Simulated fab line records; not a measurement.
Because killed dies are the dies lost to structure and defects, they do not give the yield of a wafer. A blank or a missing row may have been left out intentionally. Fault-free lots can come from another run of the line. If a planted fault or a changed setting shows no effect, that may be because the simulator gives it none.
Which of the tools did it?    flow gf180mcu    24 lots, 72 wafers sampled, at 5 steps of a route of 602

== WHAT EACH GAUGE READ, for each wafer ==
GF_M2_RS_MEAS_05: uses a four-point probe to measure. Usual: M2_ALCU_RS 0.0693 ohm/sq, standard deviation 0.00098.
lot   measured      on             M2_ALCU_RS (ohm/sq)   flag
L074  day 18 13:40  film-metro-04  0.0709 0.0710 0.0691  
L075  day 18 22:25  film-metro-03  0.0717 0.0700 0.0703  
L076  day 19 06:12  film-metro-02  0.0703 0.0701 0.0688  
L077  day 19 13:47  film-metro-04  0.0692 0.0696 0.0696  
L078  day 19 16:40  film-metro-04  0.0694 0.0704 0.0700  
L079  day 20 10:12  film-metro-04  0.0679 0.0694 0.0688  
L080  day 20 11:07  film-metro-02  0.0691 0.0710 0.0696  
L081  day 20 23:18  film-metro-02  0.0682 0.0690 0.0690  
L082  day 21 05:23  film-metro-03  0.0699 0.0710 0.0681  
L083  day 21 13:04  film-metro-02  0.0696 0.0707 0.0713  
L084  day 21 20:03  film-metro-04  0.0702 0.0700 0.0700  
L085  day 22 05:50  film-metro-02  0.0699 0.0699 0.0683  
L086  day 22 15:03  film-metro-03  0.0700 0.0678 0.0695  
L087  day 23 06:25  film-metro-03  0.0693 0.0695 0.0703  
L088  day 23 10:33  film-metro-03  0.0697 0.0680 0.0691  
L089  day 23 18:55  film-metro-02  0.0684 0.0684 0.0688  
L090  day 23 23:31  film-metro-02  0.0689 0.0688 0.0703  
L091  day 24 08:41  film-metro-02  0.0693 0.0684 0.0692  
L092  day 24 17:28  film-metro-02  0.0692 0.0679 0.0678  
L093  day 25 01:17  film-metro-02  0.0714 0.0714 0.0714  
L094  day 25 10:17  film-metro-03  0.0678 0.0675 0.0677  
L095  day 25 14:45  film-metro-03  0.0704 0.0703 0.0697  
L096  day 26 00:57  film-metro-03  0.0685 0.0689 0.0689  
L097  day 26 01:49  film-metro-03  0.0680 0.0675 0.0677  

GF_V4_THK_MEAS_25: measures by xrf. Usual: V4_W_THK 355 nm, standard deviation 4.1.
lot   measured      on             V4_W_THK (nm)  flag
L074  day 24 20:53  film-metro-01  362 352 349    
L075  day 25 02:37  film-metro-01  350 350 348    
L076  day 25 09:23  film-metro-01  358 352 355    
L077  day 25 16:36  film-metro-03  352 346 357    
L078  day 25 18:35  film-metro-01  353 360 353    
L079  day 26 09:48  film-metro-04  356 350 354    
L080  day 26 09:06  film-metro-04  360 360 353    
L081  day 26 22:29  film-metro-03  357 352 355    
L082  day 27 03:17  film-metro-03  350 352 353    
L083  day 27 07:09  film-metro-03  356 353 351    
L084  day 27 18:00  film-metro-03  352 354 347    
L085  day 27 22:50  film-metro-03  353 358 347    
L086  day 28 08:17  film-metro-03  351 352 352    
L087  day 28 19:13  film-metro-01  362 353 355    
L088  day 29 00:04  film-metro-04  353 353 352    
L089  day 29 07:52  film-metro-04  356 362 354    
L090  day 29 12:18  film-metro-03  354 349 350    
L091  day 29 18:51  film-metro-01  355 356 357    
L092  day 30 02:16  film-metro-01  357 351 355    
L093  day 30 10:10  film-metro-01  362 352 357    
L094  day 30 18:08  film-metro-04  359 345 360    
L095  day 30 21:21  film-metro-03  359 356 355    
L096  day 31 05:32  film-metro-04  359 359 364    
L097  day 31 07:56  film-metro-04  358 357 358    

== TOOL THAT RAN EACH LOT (tool first, then ch and the chambers of the sampled wafers, then the start) ==
lot   GF_V2_ETCH_17                                  GF_V2_CVD_23                   GF_V3_CMP_04
L074  rie-diel-02 ch 2,3, day 20 16:43 or earlier    cvd-w-02 ch 0,1, day 20 16:43  cmp-01 ch 0,1,3, day 21 18:56
L075  rie-diel-03 ch 0,2,3, day 21 01:59 or earlier  cvd-w-02 ch 0,1, day 21 01:59  cmp-01 ch 0,2,3, day 22 03:26
L076  rie-diel-02 ch 0,2,3, day 21 08:30 or earlier  cvd-w-02 ch 0,1, day 21 08:30  cmp-01 ch 0,1,2, day 22 09:52
L077  rie-diel-04 ch 0,1,3, day 21 16:01 or earlier  cvd-w-01 ch 0, day 21 16:01    cmp-02 ch 0,1,3, day 22 17:30
L078  rie-diel-03 ch 1,2,3, day 21 19:04 or earlier  cvd-w-02 ch 0,1, day 21 19:04  cmp-01 ch 0,1,3, day 22 20:20
L079  rie-diel-03 ch 0,1,3, day 22 12:36 or earlier  cvd-w-01 ch 0, day 22 12:36    cmp-02 ch 0,1,2, day 23 13:43
L080  rie-diel-02 ch 0,1,3, day 22 12:27 or earlier  cvd-w-01 ch 0, day 22 12:27    cmp-01 ch 0,1,2, day 23 13:17
L081  rie-diel-02 ch 0,3, day 23 00:36 or earlier    cvd-w-02 ch 0,1, day 23 00:36  cmp-02 ch 1,3, day 24 00:38
L082  rie-diel-03 ch 0,2,3, day 23 06:58 or earlier  cvd-w-02 ch 0,1, day 23 06:58  cmp-01 ch 0,1,3, day 24 07:55
L083  rie-diel-02 ch 0,1,3, day 23 13:30 or earlier  cvd-w-02 ch 0,1, day 23 13:30  cmp-02 ch 2,3, day 24 12:45
L084  rie-diel-04 ch 0,2,3, day 23 20:21 or earlier  cvd-w-02 ch 0,1, day 23 20:21  cmp-01 ch 0,1,2, day 24 23:41
L085  rie-diel-03 ch 0,1,2, day 24 06:47 or earlier  cvd-w-02 ch 0,1, day 24 06:47  cmp-02 ch 0,1,3, day 25 05:56
L086  rie-diel-04 ch 0,2,3, day 24 15:10 or earlier  cvd-w-02 ch 1, day 24 15:10    cmp-01 ch 1,3, day 25 15:02
L087  rie-diel-04 ch 0,1,3, day 25 04:55 or earlier  cvd-w-02 ch 0,1, day 25 04:55  cmp-01 ch 0,1,2, day 26 03:35
L088  rie-diel-03 ch 0,1,2, day 25 08:44 or earlier  cvd-w-02 ch 0,1, day 25 08:44  cmp-01 ch 0,2, day 26 07:37
L089  rie-diel-02 ch 2,3, day 25 17:01 or earlier    cvd-w-01 ch 0,1, day 25 17:01  cmp-01 ch 2,3, day 26 15:28
L090  rie-diel-04 ch 1,2,3, day 25 22:22 or earlier  cvd-w-01 ch 0,1, day 25 22:22  cmp-01 ch 0,1,3, day 26 20:29
L091  rie-diel-02 ch 0,1,3, day 26 05:47 or earlier  cvd-w-01 ch 0,1, day 26 05:47  cmp-01 ch 0,2,3, day 27 03:37
L092  rie-diel-03 ch 0,1,2, day 26 13:55 or earlier  cvd-w-01 ch 0,1, day 26 13:55  cmp-02 ch 0,3, day 27 11:58
L093  rie-diel-02 ch 0,3, day 26 22:09 or earlier    cvd-w-01 ch 0,1, day 26 22:09  cmp-01 ch 1,3, day 27 19:46
L094  rie-diel-04 ch 0,2,3, day 27 06:05 or earlier  cvd-w-02 ch 0,1, day 27 06:05  cmp-01 ch 0,1,3, day 28 03:57
L095  rie-diel-03 ch 0,1,3, day 27 11:07 or earlier  cvd-w-01 ch 0,1, day 27 11:07  cmp-02 ch 2,3, day 28 09:10
L096  rie-diel-02 ch 0,1,3, day 27 19:21 or earlier  cvd-w-02 ch 0,1, day 27 19:21  cmp-02 ch 0,2,3, day 28 17:29
L097  rie-diel-02 ch 0,1,3, day 27 21:41 or earlier  cvd-w-02 ch 0,1, day 27 21:41  cmp-01 ch 0,2, day 28 18:46
- GF_V2_ETCH_17: etches SiO2 in C4F8/O2/Ar, stops on TiN, target depth 630 nm.
- GF_V2_CVD_23: deposits W, target thk 350 nm, time 104.94 s.
- GF_V3_CMP_04: polishes SiO2.

== WHAT THE TOOLS THEMSELVES READ (means of the sampled wafers that have a number; where no wafer has one, the mark that the record gives instead) ==
GF_V2_ETCH_17. Usual: oes-product-au 0.856 a.u., standard deviation 0.0049; rf-fwd-power-W 1492 W, standard deviation 4.7.
lot   tool         oes-product-au (a.u.)  rf-fwd-power-W (W)  flag
L074  rie-diel-02  0.856                  1497                
L075  rie-diel-03  0.854                  1487                
L076  rie-diel-02  0.854                  1493                
L077  rie-diel-04  0.858                  1494                
L078  rie-diel-03  0.857                  1487                
L079  rie-diel-03  0.853                  1490                
L080  rie-diel-02  0.860                  1493                
L081  rie-diel-02  0.860                  1490                
L082  rie-diel-03  0.852                  1486                
L083  rie-diel-02  0.855                  1494                
L084  rie-diel-04  0.860                  1495                
L085  rie-diel-03  0.857                  1489                
L086  rie-diel-04  0.852                  1496                
L087  rie-diel-04  0.859                  1494                
L088  rie-diel-03  0.855                  1492                
L089  rie-diel-02  0.856                  1496                
L090  rie-diel-04  0.855                  1498                
L091  rie-diel-02  0.861                  1494                
L092  rie-diel-03  0.862                  1492                
L093  rie-diel-02  0.857                  1487                
L094  rie-diel-04  0.856                  1493                
L095  rie-diel-03  0.854                  1487                
L096  rie-diel-02  0.851                  1497                
L097  rie-diel-02  0.858                  1492                

GF_V2_CVD_23. Usual: heater-power-outer-w 554 W, standard deviation 53; heater-power-w 902 W, standard deviation 85; susceptor-temp-C 399.98 C, standard deviation 0.22.
lot   tool      heater-power-outer-w (W)  heater-power-w (W)  susceptor-temp-C (C)  flag
L074  cvd-w-02  591                       963                 399.82                
L075  cvd-w-02  589                       958                 399.85                
L076  cvd-w-02  592                       975                 400.36                
L077  cvd-w-01  460                       768                 400.16                
L078  cvd-w-02  584                       926                 399.77                
L079  cvd-w-01  467                       764                 399.99                
L080  cvd-w-01  464                       773                 400.03                
L081  cvd-w-02  591                       965                 399.74                
L082  cvd-w-02  588                       962                 399.79                
L083  cvd-w-02  584                       938                 400.12                
L084  cvd-w-02  590                       940                 400.17                
L085  cvd-w-02  591                       979                 399.98                
L086  cvd-w-02  590                       904                 400.33                
L087  cvd-w-02  591                       930                 399.93                
L088  cvd-w-02  602                       951                 399.79                
L089  cvd-w-01  520                       868                 400.13                
L090  cvd-w-01  491                       814                 400.10                
L091  cvd-w-01  511                       885                 400.02                
L092  cvd-w-01  493                       828                 400.08                
L093  cvd-w-01  523                       869                 399.79                
L094  cvd-w-02  604                       959                 399.75                
L095  cvd-w-01  492                       822                 400.01                
L096  cvd-w-02  591                       981                 400.18                
L097  cvd-w-02  600                       978                 400.04                

GF_V3_CMP_04. Usual: motor-current-A 11.8 A, standard deviation 0.98; time-to-endpoint-s 75 s, standard deviation 7.7.
lot   tool    motor-current-A (A)  time-to-endpoint-s (s)  flag
L074  cmp-01  11.5                 70                      
L075  cmp-01  11.3                 66                      
L076  cmp-01  11.6                 70                      
L077  cmp-02  13.0                 78                      
L078  cmp-01  11.6                 77                      
L079  cmp-02  13.2                 91                      
L080  cmp-01  11.7                 76                      
L081  cmp-02  13.0                 85                      
L082  cmp-01  11.2                 75                      
L083  cmp-02  11.6                 88                      
L084  cmp-01  11.4                 79                      
L085  cmp-02  12.3                 74                      
L086  cmp-01  10.8                 70                      
L087  cmp-01  11.4                 80                      
L088  cmp-01  11.3                 73                      
L089  cmp-01  11.2                 65                      
L090  cmp-01  11.5                 67                      
L091  cmp-01  11.9                 74                      
L092  cmp-02  12.6                 72                      
L093  cmp-01  11.7                 68                      
L094  cmp-01  11.7                 73                      
L095  cmp-02  11.6                 71                      
L096  cmp-02  12.0                 75                      
L097  cmp-01  11.7                 76                      

== THE ANSWER, worked out from the rows above alone ==
Rule: a lot is off if the mean of its wafers that have a number lies more than 3 standard deviations from the usual mean. A lot without any number at a reading at which 4 lots or more have one is off too. Any other lot the step has rows for is counted as sound. Order of review: gauges by route order, followed by the tools' own readings, for which a lot's mean as printed above is used. The first step at which some lot is off is used, and at that step the reading that is off furthest; a lot without a number counts as furthest.
Nothing can be told from this: no lot is off at any reading shown.

== WHAT THE SIMULATOR HAD PUT IN ==
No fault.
